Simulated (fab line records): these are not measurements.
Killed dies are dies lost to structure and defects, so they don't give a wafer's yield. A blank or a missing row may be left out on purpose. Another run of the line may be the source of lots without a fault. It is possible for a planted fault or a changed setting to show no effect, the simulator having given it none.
fab line records	flow gf180mcu
record: lots: 12	wafers: 36	lastDay: 33
route steps=602 shown M4@460 V4@479 MIM@511
lots that met no fault: from a run of the same line without faults
startH: start of the lot's first displayed wafer, in hours after the record's first day	waitH: hours elapsed since this lot's preceding step	" repeats the value in the row above	L1.1+2: several wafers, shown together as one row	- no value, or no start given	* or withheld: withheld	< > ~ a bound
route shown NAME@n: a module of which the file shows steps, and the number in the route of the first	usual: mean and standard deviation over wafers with no fault	same: alike in all rows	chamber/n: place in a boat	sites: readings site by site	_std_site: how widely they spread, as a standard deviation	_edge_site: mean of outer sites minus mean of inner sites	radiusMm: for every site, how far away it sits from the centre of the wafer	mask NAME#n: copy n	behind: tool/chamber where the wafer was last shaped	hold: why the lot was held/for how many hours/how that ended	device: the transistor (n, p or np) that didn't switch	end of line: tests of these same wafers at the route's end	for a step that has no rows: nothing shown but its recipe	killed: dies lost to structure and defects at the first sort, not the wafer's yield	map: a wafer's dies, marking killed ones x, the rest . and places with no die _
set.NAME: the run value of the setting; set.NAME@STEP: its run value at that earlier step	model.NAME: the simulator's own value behind a step, which no gauge read
one table for each step of the route and one row for each wafer, over a sample of lots
services: the hour from which a tool's chamber was out of use, counted from the record's first day as startH (under 0 if before that day), plus the number of hours and why
== steps ==
step: GF_M4_SPUTTER_04
recipe: material: TiN	targetThkNm: 50	powerW: 6500	timeS: 41.7	chamberPressurePa: 0.4
usual: chamberPressurePa: 0.4001/0.00074	throttleValvePct: 29.6/0.95
lot.wafer	tool	chamber	startH	waitH	chamberPressurePa	throttleValvePct
L807.3	pvdSputter-03	-	532.72	0.0	0.4017	30.4
L807.4	"	-	"	"	0.3995	29.3
L807.5	"	-	"	"	0.4007	28.8
L809.1	pvdSputter-02	-	553.08	0.0	0.4001	28.4
L809.4	"	-	"	"	0.4002	29.6
L809.6	"	-	"	"	0.4011	28.4
L811.2	pvdSputter-02	-	560.61	0.0	0.4003	28.1
L811.3	"	-	"	"	0.4008	29.3
L811.5	"	-	"	"	0.4005	29.1
L812.2	pvdSputter-01	-	573.21	0.0	0.3996	32.1
L812.4	"	-	"	"	0.4006	30.4
L812.5	"	-	"	"	0.4003	28.8
L813.1	pvdSputter-03	-	583.94	0.0	0.3993	30.2
L813.3	"	-	"	"	0.4002	30.2
L813.4	"	-	"	"	0.3996	29.2
L815.1	pvdSputter-03	-	591.16	0.0	0.4003	30.2
L815.3	"	-	"	"	0.4001	29.4
L815.6	"	-	"	"	0.4002	30.3
L817.1	pvdSputter-01	-	610.16	0.0	0.3997	29.0
L817.3	"	-	"	"	0.3993	28.6
L817.6	"	-	"	"	0.4000	28.6
L818.1	pvdSputter-01	-	612.41	0.0	0.4002	29.0
L818.2	"	-	"	"	0.3998	31.7
L818.4	"	-	"	"	0.4006	32.0
L819.1	pvdSputter-01	-	621.18	0.0	0.4000	28.8
L819.2	"	-	"	"	0.3993	31.8
L819.3	"	-	"	"	0.4002	28.9
L821.1	pvdSputter-03	-	632.47	0.0	0.3989	29.7
L821.2	"	-	"	"	0.4015	29.6
L821.6	"	-	"	"	0.3996	30.2
L823.2	pvdSputter-02	-	643.69	0.0	0.3991	29.0
L823.3	"	-	"	"	0.4013	29.7
L823.6	"	-	"	"	0.4008	29.4
L827.3	pvdSputter-01	-	673.71	0.0	0.3999	32.0
L827.4	"	-	"	"	0.4012	28.8
L827.5	"	-	"	"	0.4001	31.8
step: GF_V4_THK_MEAS_03
recipe: reads: SiO2_of_V4_CVD_02
usual: V4_CVD_02_THK: 846/12
lot.wafer	tool	chamber	startH	waitH	V4_CVD_02_THK[nm]
L807.3	filmMetro-04	-	555.70	0.1	836
L807.4	"	-	"	"	853
L807.5	"	-	"	"	845
L809.1	filmMetro-03	-	576.59	0.0	844
L809.4	"	-	"	"	853
L809.6	"	-	"	"	855
L811.2	filmMetro-03	-	583.09	0.0	828
L811.3	"	-	"	"	830
L811.5	"	-	"	"	851
L812.2	filmMetro-04	-	595.51	0.0	832
L812.4	"	-	"	"	850
L812.5	"	-	"	"	851
L813.1	filmMetro-04	-	605.67	0.0	839
L813.3	"	-	"	"	820
L813.4	"	-	"	"	853
L815.1	filmMetro-04	-	613.72	0.0	847
L815.3	"	-	"	"	838
L815.6	"	-	"	"	851
L817.1	filmMetro-01	-	631.26	0.0	840
L817.3	"	-	"	"	831
L817.6	"	-	"	"	833
L818.1	filmMetro-04	-	634.02	0.0	830
L818.2	"	-	"	"	841
L818.4	"	-	"	"	855
L819.1	filmMetro-03	-	642.78	0.0	840
L819.2	"	-	"	"	848
L819.3	"	-	"	"	846
L821.1	filmMetro-04	-	653.44	0.0	840
L821.2	"	-	"	"	834
L821.6	"	-	"	"	845
L823.2	filmMetro-03	-	664.69	0.0	830
L823.3	"	-	"	"	845
L823.6	"	-	"	"	862
L827.3	filmMetro-04	-	694.03	0.1	852
L827.4	"	-	"	"	835
L827.5	"	-	"	"	868
step: GF_V4_SPUTTER_21
recipe: material: Ti	targetThkNm: 15	chamberPressurePa: 5	powerW: 2500	substrateTempC: 200	timeS: 80.02
usual: chamberPressurePa: 5.000/0.01	throttleValvePct: 29.7/0.98
lot.wafer	tool	chamber	startH	waitH	chamberPressurePa	throttleValvePct
L807.3	pvdSputter-04	-	578.70	0.0	4.991	30.6
L807.4	"	-	"	"	5.004	28.7
L807.5	"	-	"	"	4.997	30.2
L809.1	pvdSputter-02	-	599.69	0.0	5.014	29.1
L809.4	"	-	"	"	4.988	28.1
L809.6	"	-	"	"	5.009	29.0
L811.2	pvdSputter-02	-	605.34	0.0	4.994	29.2
L811.3	"	-	"	"	4.988	29.5
L811.5	"	-	"	"	4.984	28.2
L812.2	pvdSputter-04	-	617.87	0.0	5.003	28.9
L812.4	"	-	"	"	5.006	31.9
L812.5	"	-	"	"	5.009	28.6
L813.1	pvdSputter-02	-	627.89	0.0	4.989	29.6
L813.3	"	-	"	"	5.003	28.6
L813.4	"	-	"	"	4.995	29.6
L815.1	pvdSputter-02	-	635.26	0.0	4.995	28.7
L815.3	"	-	"	"	4.989	28.1
L815.6	"	-	"	"	4.978	28.4
L817.1	pvdSputter-03	-	652.51	0.0	5.004	30.3
L817.3	"	-	"	"	4.980	28.7
L817.6	"	-	"	"	5.012	28.7
L818.1	pvdSputter-03	-	655.88	0.0	5.009	28.8
L818.2	"	-	"	"	4.996	30.4
L818.4	"	-	"	"	5.023	29.5
L819.1	pvdSputter-04	-	663.18	0.0	5.002	30.0
L819.2	"	-	"	"	5.017	30.9
L819.3	"	-	"	"	5.002	28.7
L821.1	pvdSputter-04	-	673.89	0.0	5.000	31.6
L821.2	"	-	"	"	5.014	28.7
L821.6	"	-	"	"	5.011	29.1
L823.2	pvdSputter-03	-	684.89	0.0	5.005	30.1
L823.3	"	-	"	"	4.997	28.7
L823.6	"	-	"	"	5.010	28.8
L827.3	pvdSputter-04	-	713.96	0.0	4.996	28.9
L827.4	"	-	"	"	4.992	30.2
L827.5	"	-	"	"	4.996	30.2
step: GF_MIM_SPUTTER_08
recipe: material: AlCu	targetThkNm: 200	powerW: 10600	timeS: 10.6	chamberPressurePa: 0.4
usual: chamberPressurePa: 0.4000/0.00077	throttleValvePct: 29.8/1.1
lot.wafer	tool	chamber	startH	waitH	chamberPressurePa	throttleValvePct
L807.3	pvdSputter-04	-	579.76	0.0	0.3996	30.4
L807.4	"	-	"	"	0.4007	28.8
L807.5	"	-	"	"	0.4006	30.9
L809.1	pvdSputter-02	-	600.74	0.0	0.3999	28.8
L809.4	"	-	"	"	0.3995	29.7
L809.6	"	-	"	"	0.3994	29.8
L811.2	pvdSputter-04	-	606.69	0.0	0.4002	30.1
L811.3	"	-	"	"	0.4009	31.5
L811.5	"	-	"	"	0.3997	31.1
L812.2	pvdSputter-04	-	618.92	0.0	0.3989	30.8
L812.4	"	-	"	"	0.3998	31.9
L812.5	"	-	"	"	0.4006	28.9
L813.1	pvdSputter-02	-	628.95	0.0	0.4007	29.8
L813.3	"	-	"	"	0.3997	29.2
L813.4	"	-	"	"	0.4010	28.4
L815.1	pvdSputter-02	-	636.31	0.0	0.4002	29.6
L815.3	"	-	"	"	0.3996	28.7
L815.6	"	-	"	"	0.3998	29.8
L817.1	pvdSputter-02	-	653.57	0.0	0.4522	27.9
L817.3	"	-	"	"	0.4540	28.1
L817.6	"	-	"	"	0.4524	28.0
L818.1	pvdSputter-01	-	657.05	0.0	0.4002	30.4
L818.2	"	-	"	"	0.4012	28.8
L818.4	"	-	"	"	0.4015	28.6
L819.1	pvdSputter-01	-	664.23	0.0	0.3990	28.7
L819.2	"	-	"	"	0.3997	29.0
L819.3	"	-	"	"	0.4004	31.9
L821.1	pvdSputter-01	-	674.94	0.0	0.4006	30.4
L821.2	"	-	"	"	0.3999	28.6
L821.6	"	-	"	"	0.3999	30.4
L823.2	pvdSputter-02	-	685.97	0.0	0.4531	27.9
L823.3	"	-	"	"	0.4511	27.3
L823.6	"	-	"	"	0.4527	27.3
L827.3	pvdSputter-01	-	715.02	0.0	0.3995	30.4
L827.4	"	-	"	"	0.3993	32.0
L827.5	"	-	"	"	0.3985	28.8
step: GF_MIM_RS_MEAS_10
recipe: thkMeasGauge: four-point-probe	reads: TiN_of_MIM_SPUTTER_09+AlCu_of_MIM_SPUTTER_08+TiN_of_MIM_SPUTTER_07
usual: MIM_ALCU_RS: 0.1599/0.0021
lot.wafer	tool	chamber	startH	waitH	MIM_ALCU_RS[ohm/sq]
L807.3	filmMetro-03	-	579.85	0.1	0.1621
L807.4	"	-	"	"	0.1622
L807.5	"	-	"	"	0.1627
L809.1	filmMetro-03	-	600.79	0.0	0.1601
L809.4	"	-	"	"	0.1610
L809.6	"	-	"	"	0.1604
L811.2	filmMetro-01	-	606.76	0.0	0.1621
L811.3	"	-	"	"	0.1597
L811.5	"	-	"	"	0.1620
L812.2	filmMetro-02	-	618.99	0.0	0.1578
L812.4	"	-	"	"	0.1550
L812.5	"	-	"	"	0.1580
L813.1	filmMetro-01	-	629.00	0.0	0.1609
L813.3	"	-	"	"	0.1604
L813.4	"	-	"	"	0.1614
L815.1	filmMetro-01	-	636.37	0.0	0.1595
L815.3	"	-	"	"	0.1601
L815.6	"	-	"	"	0.1636
L817.1	filmMetro-02	-	653.63	0.0	0.1682
L817.3	"	-	"	"	0.1634
L817.6	"	-	"	"	0.1636
L818.1	filmMetro-03	-	657.10	0.0	0.1587
L818.2	"	-	"	"	0.1570
L818.4	"	-	"	"	0.1575
L819.1	filmMetro-02	-	664.28	0.0	0.1601
L819.2	"	-	"	"	0.1615
L819.3	"	-	"	"	0.1624
L821.1	filmMetro-02	-	675.00	0.0	0.1602
L821.2	"	-	"	"	0.1592
L821.6	"	-	"	"	0.1612
L823.2	filmMetro-01	-	686.04	0.0	0.1702
L823.3	"	-	"	"	0.1650
L823.6	"	-	"	"	0.1654
L827.3	filmMetro-01	-	715.11	0.1	0.1615
L827.4	"	-	"	"	0.1582
L827.5	"	-	"	"	0.1575
== services ==
tool	chamber	startH	hours	kind
pvdSputter-02	1	530.95	-	consumableReplace:kit
pvdSputter-02	1	530.95	18.0	scheduledDown
pvdSputter-02	1	530.95	18.0	ventCycle
pvdSputter-02	-	557.11	2.1	repair
pvdSputter-01	-	563.85	2.2	repair
pvdSputter-01	-	579.32	12.1	repair
pvdSputter-01	3	606.55	-	consumableReplace:kit
pvdSputter-01	3	606.55	18.0	scheduledDown
pvdSputter-01	3	606.55	18.0	ventCycle
pvdSputter-04	2	606.74	-	consumableReplace:kit
pvdSputter-04	2	606.74	18.0	scheduledDown
pvdSputter-04	2	606.74	18.0	ventCycle
pvdSputter-02	-	607.57	2.9	repair
pvdSputter-02	-	660.69	7.4	repair
pvdSputter-02	0	681.36	-	consumableReplace:kit
pvdSputter-02	0	681.36	18.0	scheduledDown
pvdSputter-02	0	681.36	18.0	ventCycle
pvdSputter-04	-	689.50	5.0	repair
pvdSputter-04	-	695.57	4.4	repair
pvdSputter-03	0	700.98	-	consumableReplace:kit
pvdSputter-03	0	700.98	18.0	scheduledDown
pvdSputter-03	0	700.98	18.0	ventCycle
pvdSputter-03	-	708.46	1.6	repair
== key ==
firstSign: step: GF_MIM_SPUTTER_08	reading: chamberPressurePa	direction: up	sigmas: 68	usual: 0.4000	struck: 0.4526
effect: step: GF_MIM_SPUTTER_08	reading: throttleValvePct	direction: down	sigmas: 1.8	usual: 29.8	struck: 27.8
effect: step: GF_MIM_RS_MEAS_10	reading: MIM_ALCU_RS	direction: up	sigmas: 2.9	usual: 0.1599	struck: 0.1660
metAt GF_MIM_SPUTTER_08
struckLots L817,L823
notActingAt GF_M4_SPUTTER_04,GF_V4_THK_MEAS_03,GF_V4_SPUTTER_21
onsetBetween 636.31 653.57
fault: kind: processParameterDrift	tool: pvdSputter-02	chamber: -	onsetH: 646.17	steps: GF_MIM_SPUTTER_08	channel: chamberPressurePa	offset: 0.052169	shape: step	endH: 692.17	actsIn: theseRecipesOnly	stated: 0.4
